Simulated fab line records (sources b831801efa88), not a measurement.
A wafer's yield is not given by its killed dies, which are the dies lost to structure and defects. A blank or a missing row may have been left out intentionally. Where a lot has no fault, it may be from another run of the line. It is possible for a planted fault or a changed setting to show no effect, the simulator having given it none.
Which tool did it?    flow gf180mcu    11 lots, 33 wafers sampled, at 5 steps of a route of 602

== WHAT EACH GAUGE READ, for each wafer ==
GF_HV_LDD_TW_MEAS_38. Usual: HV_LDD_3_TW typically reads 1447, with standard deviation 6.7.
lot   measured      on             HV_LDD_3_TW     flag
L109  day 11 15:49  film metro-04  1447 1442 1446  
L110  day 11 20:16  film metro-03  1444 1440 1439  
L113  day 12 20:02  film metro-04  1440 1453 1442  
L114  day 13 04:50  film metro-04  1456 1462 1456  
L115  day 13 12:19  film metro-03  1443 1449 1453  
L121  day 15 08:34  film metro-04  1447 1447 1448  
L122  day 15 17:20  film metro-01  1440 1455 1444  
L127  day 17 15:53  film metro-04  1451 1450 1445  
L130  day 18 10:49  film metro-01  1411 1411 1414  OFF
L131  day 18 21:17  film metro-03  1407 1400 1404  OFF
L132  day 19 07:28  film metro-03  1443 1444 1450  

GF_HV_LDD_RS_MEAS_53: a four-point-probe measurement. Usual: HV_LDD_RS typically reads 418.3 ohm/sq, with standard deviation 1.1.
lot   measured      on             HV_LDD_RS (ohm/sq)  flag
L109  day 12 11:47  film metro-03  418.9 419.6 419.7   
L110  day 12 16:02  film metro-04  418.9 418.0 420.5   
L113  day 13 15:50  film metro-04  420.0 420.4 418.5   
L114  day 14 00:49  film metro-04  419.9 419.9 420.1   
L115  day 14 09:34  film metro-04  417.5 416.9 417.9   
L121  day 16 06:28  film metro-04  419.0 418.4 420.2   
L122  day 16 14:34  film metro-01  416.9 416.7 417.4   
L127  day 18 15:37  film metro-04  418.1 418.1 418.1   
L130  day 19 14:39  film metro-01  425.0 423.5 424.3   OFF
L131  day 19 21:51  film metro-01  424.8 424.2 423.8   OFF
L132  day 20 08:27  film metro-04  418.2 418.4 417.6   

== WHAT TOOL EACH LOT RAN ON (gives the tool, then ch and the chambers of the sampled wafers, and finally the start) ==
lot   GF_VT_IMPLANT_RTA_45              GF_POLY_GATE_ETCH_12                GF_HV_LDD_IMPLANT_35
L109  rtp anneal-01 ch 0, day 7 14:50   rie diel-01 ch 2,3, day 9 05:48     implanter-02 ch 0, day 11 15:25
L110  rtp anneal-01 ch 0, day 7 19:01   rie diel-02 ch 0,3, day 9 10:46     implanter-01 ch 0, day 11 19:52
L113  rtp anneal-01 ch 0, day 8 15:11   rie diel-03 ch 0,2, day 10 07:44    implanter-03 ch 0, day 12 19:39
L114  rtp anneal-02 ch 0, day 8 21:33   rie diel-02 ch 1,2, day 10 15:44    implanter-01 ch 0, day 13 04:27
L115  rtp anneal-01 ch 0, day 9 05:34   rie diel-01 ch 0, day 10 23:14      implanter-03 ch 0, day 13 11:55
L121  rtp anneal-02 ch 0, day 10 20:38  rie diel-01 ch 2,3, day 12 16:32    implanter-03 ch 0, day 15 08:11
L122  rtp anneal-01 ch 0, day 11 03:29  rie diel-03 ch 0,3, day 12 23:14    implanter-01 ch 0, day 15 16:56
L127  rtp anneal-02 ch 0, day 12 19:53  rie diel-01 ch 1,2,3, day 14 18:52  implanter-01 ch 0, day 17 15:29
L130  rtp anneal-01 ch 0, day 13 13:07  rie diel-03 ch 1,2,3, day 15 12:31  implanter-03 ch 0, day 18 10:25
L131  rtp anneal-01 ch 0, day 13 19:50  rie diel-02 ch 1,2,3, day 15 21:31  implanter-03 ch 0, day 18 20:53
L132  rtp anneal-02 ch 0, day 14 05:14  rie diel-03 ch 0,1,3, day 16 05:56  implanter-02 ch 0, day 19 07:05
- GF_VT_IMPLANT_RTA_45: time 30 s.
- GF_POLY_GATE_ETCH_12: etches BARC in N2/H2.
- GF_HV_LDD_IMPLANT_35

== WHAT THE TOOLS THEMSELVES READ (means of the sampled wafers that have a number; where no wafer has one, the mark that the record gives instead) ==
GF_VT_IMPLANT_RTA_45. Usual: lamp power pct 39 %, standard deviation 3.6; wafer_temp_C_max 1055.1, standard deviation 1.1.
lot   tool           lamp power pct (%)  wafer_temp_C_max  flag
L109  rtp anneal-01  43                  1054.9            
L110  rtp anneal-01  43                  1054.2            
L113  rtp anneal-01  43                  1054.3            
L114  rtp anneal-02  36                  1055.0            
L115  rtp anneal-01  43                  1054.9            
L121  rtp anneal-02  36                  1055.7            
L122  rtp anneal-01  43                  1054.1            
L127  rtp anneal-02  36                  1056.5            
L130  rtp anneal-01  43                  1055.3            
L131  rtp anneal-01  43                  1053.6            
L132  rtp anneal-02  36                  1056.0            

GF_POLY_GATE_ETCH_12. Usual: drypump motor current A 5.8 A, standard deviation 0.48; n2 flow sccm 100.02 sccm, standard deviation 0.29; oes product au 0.736 a.u., standard deviation 0.0042; throttle valve pct 13.214 %, standard deviation 0.0079.
lot   tool         drypump motor current A (A)  n2 flow sccm (sccm)  oes product au (a.u.)  throttle valve pct (%)  flag
L109  rie diel-01  6.4                          99.86                0.734                  13.210                  
L110  rie diel-02  5.4                          100.15               0.736                  13.223                  
L113  rie diel-03  5.4                          100.16               0.734                  13.216                  
L114  rie diel-02  5.9                          100.17               0.734                  13.216                  
L115  rie diel-01  5.4                          99.90                0.739                  13.214                  
L121  rie diel-01  6.4                          100.01               0.735                  13.209                  
L122  rie diel-03  5.1                          99.92                0.737                  13.215                  
L127  rie diel-01  6.4                          100.15               0.733                  13.214                  
L130  rie diel-03  5.8                          99.88                0.734                  13.211                  
L131  rie diel-02  5.8                          100.14               0.734                  13.218                  
L132  rie diel-03  5.5                          99.98                0.736                  13.211                  

GF_HV_LDD_IMPLANT_35. Usual: dose ions cm2 7.499e+12, standard deviation 9e+09; end station pressure torr 5.04e-06 Torr, standard deviation 2.9e-07; faraday current uA 42.2, standard deviation 0.78.
lot   tool          dose ions cm2  end station pressure torr (Torr)  faraday current uA  flag
L109  implanter-02  7.498e+12      5.03e-06                          41.9                
L110  implanter-01  7.500e+12      4.96e-06                          42.9                
L113  implanter-03  7.490e+12      4.85e-06                          42.0                
L114  implanter-01  7.502e+12      4.89e-06                          42.6                
L115  implanter-03  7.498e+12      5.02e-06                          41.5                
L121  implanter-03  7.504e+12      5.01e-06                          42.4                
L122  implanter-01  7.503e+12      4.80e-06                          42.6                
L127  implanter-01  7.500e+12      5.35e-06                          41.7                
L130  implanter-03  5.020e+12      5.14e-06                          27.9                OFF
L131  implanter-03  5.015e+12      4.94e-06                          28.3                OFF
L132  implanter-02  7.500e+12      5.17e-06                          43.0                

== THE ANSWER, worked out from the rows above alone ==
Rule: take the mean of a lot's wafers that have a number; if it is more than 3 standard deviations from the usual mean, the lot is off. Also off: a lot with no number at a reading for which 4 or more lots have one. Any other lot the step has rows for is counted as sound. After the gauges, taken in route order, come the tools' own readings; for these a lot's mean is taken, as printed above. At the first step where some lot is off, the reading lying furthest off is the one used; lots without a number count as furthest.
Off: at GF_HV_LDD_TW_MEAS_38 (HV_LDD_3_TW), L130, L131.
A tool fits if, at a process step before that reading, it ran every lot that is off, and no sound lot after the first of them. The gauges at GF_HV_LDD_TW_MEAS_38 aren't tried: what is off there is off at GF_HV_LDD_IMPLANT_35 too, on other tools, and a gauge's error can't cause that. Undecided on this evidence; 2 tools fit (rtp anneal-01 at GF_VT_IMPLANT_RTA_45, implanter-03 at GF_HV_LDD_IMPLANT_35).

== WHAT WAS PUT IN BY THE SIMULATOR ==
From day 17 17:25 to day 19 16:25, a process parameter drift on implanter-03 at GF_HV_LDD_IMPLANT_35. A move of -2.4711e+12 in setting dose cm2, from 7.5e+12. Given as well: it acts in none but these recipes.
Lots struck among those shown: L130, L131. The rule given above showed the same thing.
